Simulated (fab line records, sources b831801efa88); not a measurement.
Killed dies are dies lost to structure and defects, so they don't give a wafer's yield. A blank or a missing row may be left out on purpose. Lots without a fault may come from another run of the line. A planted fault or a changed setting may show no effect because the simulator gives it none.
A struck lot beside a sound one | flow sfq_line | 18 steps out of a route of 325
Sound: wafers L958.2, L958.4, L958.6. Struck: wafers L966.1, L966.2, L966.4. The cause comes at the end.
At each step with rows: each side's tool, then ch and its chambers, then its first start. Under that, the readings that differ: sound wafers | struck wafers | difference of the means | sigmas: that difference in standard deviations of wafers without a fault.
alike: readings whose means differ by less than 2 such deviations, and words and numbers that are the same on both sides. not compared: withheld readings, readings that some wafer has no value for, bounds like >300 that may hide the same value, and numbers for which the record gives no deviation and whose values overlap.
The two part at a step that has a row with sigmas, a row that says differs or no value, or rows on one side only. Numbers that don't overlap but have no deviation are shown without sigmas and don't part them. A reading that every wafer of one side lacks parts them only if that side has two wafers or more.

first, 1 step without rows for these wafers: SFQ_TRILAYER_M3_BARC_OPEN_METAL_ETCH_100 (etches BARC in O2, target depth 125 nm, time 41.7 s).
SFQ_TRILAYER_M3_ETCH_METAL_ETCH_078: etches Nb in Cl2/Ar, stops on SiO2, target depth 240 nm, time 120 s.
  sound on rie_metal-01 ch 0,1, day 45 19:00; struck on rie_metal-03 ch 0,1, day 49 14:28
  alike: drypump_motor_current_A, oes_product_au
  not compared: rf_hours_counter_h
then, 2 steps without rows for these wafers: SFQ_TRILAYER_M3_STRIP_STRIP_079 (strips in O2); SFQ_TRILAYER_M3_STRIP_SOLV_CLEAN_080 (cleans in NMP, time 600 s).
SFQ_TRILAYER_I3_DEP_PECVD_081: deposits SiO2 from SiH4/N2O, time 111.11 s, target thk 500 nm.
  sound on pecvd-03 ch 1,2, day 45 19:54; struck on pecvd-03 ch 0,1,2, day 49 15:22
  alike: heater_power_w, throttle_valve_pct
  not compared: since_wet_clean_h
SFQ_TRILAYER_I3_CMP_CMP_082: polishes SiO2.
  sound on cmp-02 ch 1,2,3, day 46 18:15; struck on cmp-02 ch 0,1,3, day 50 08:03
  alike: motor_current_A, time_to_endpoint_s
SFQ_I3_BOW_MEAS_922:
  sound on film_metro-02, day 46 20:16; struck on film_metro-02, day 50 11:03
  alike: I3_BOW
SFQ_TRILAYER_I3_METRO_MEASURE_083:
  sound on film_metro-02, day 46 20:34; struck on film_metro-02, day 50 11:10
  alike: thk_nm
then, 4 steps without rows for these wafers: SFQ_TRILAYER_I3_VIA_LITHO_COAT_090 (resist thk 62 nm); SFQ_TRILAYER_I3_VIA_LITHO_COAT_085 (resist thk 650 nm); SFQ_TRILAYER_I3_VIA_LITHO_SOFTBAKE_089; SFQ_TRILAYER_I3_VIA_LITHO_EXPOSE_086 (exposes mask I3, target cd 500 nm).
-- the record jumps here: 5 days lie between the struck wafers' starts before and after --
SFQ_TRILAYER_I3_VIA_LITHO_PEB_088: peb time 60 s.
  sound on litho_track-04 ch 0, day 51 18:57; struck on litho_track-01 ch 0, day 55 15:04
  reading                  | sound                | struck               | difference | sigmas
  heater_power_total_W (W) | 79.25 79.24 79.14    | 74.12 74.10 74.30    | -5.04      | -80
  plate_temp_C (C)         | 114.98 115.12 115.06 | 109.77 109.59 109.88 | -5.31      | -44
then, 1 step without rows for these wafers: SFQ_TRILAYER_I3_VIA_LITHO_DEVELOP_087 (time 60 s).
SFQ_I3_OVL_MEAS_923:
  sound on overlay-01, day 51 19:14; struck on overlay-02, day 55 15:22
  alike: I3_OVL
SFQ_TRILAYER_I3_VIA_BARC_OPEN_VIA_ETCH_121: etches BARC in O2, target depth 125 nm, time 41.7 s.
  sound on rie_diel-01 ch 0,1,2, day 51 19:16; struck on rie_diel-02 ch 1,2,3, day 55 15:25
  reading             | sound             | struck            | difference | sigmas
  model.I3.cd_nm (nm) | 498.7 497.6 500.1 | 376.1 375.1 375.7 | -123.2     |
  alike: drypump_motor_current_A, oes_product_au
  not compared: rf_hours_counter_h
SFQ_TRILAYER_I3_VIA_ETCH_VIA_ETCH_088: etches SiO2 in CHF3, stops on Nb, target depth 260 nm.
  sound on rie_diel-01 ch 0,1,2, day 51 19:18; struck on rie_diel-02 ch 1,2,3, day 55 15:27
  reading             | sound             | struck            | difference | sigmas
  model.I3.cd_nm (nm) | 496.8 497.1 499.4 | 378.4 375.5 374.7 | -121.6     |
  alike: drypump_motor_current_A, oes_product_au
SFQ_TRILAYER_I3_VIA_STRIP_STRIP_089: strips in O2.
  sound on rie_metal-02 ch 1, day 51 19:25; struck on rie_metal-01 ch 0,1, day 55 15:34
  reading                     | sound       | struck      | difference | sigmas
  drypump_motor_current_A (A) | 6.5 6.4 6.5 | 5.4 5.4 5.4 | -1.1       | -3
  alike: oes_product_au
  not compared: rf_hours_counter_h

WHERE THEY PART
First at SFQ_TRILAYER_I3_VIA_LITHO_PEB_088; last, within this record, at SFQ_TRILAYER_I3_VIA_STRIP_STRIP_089.

WHY: what the simulator had put in
Process parameter drift: litho_track-01, from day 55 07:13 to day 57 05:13, at SFQ_TRILAYER_I3_VIA_LITHO_PEB_088. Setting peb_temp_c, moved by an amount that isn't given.
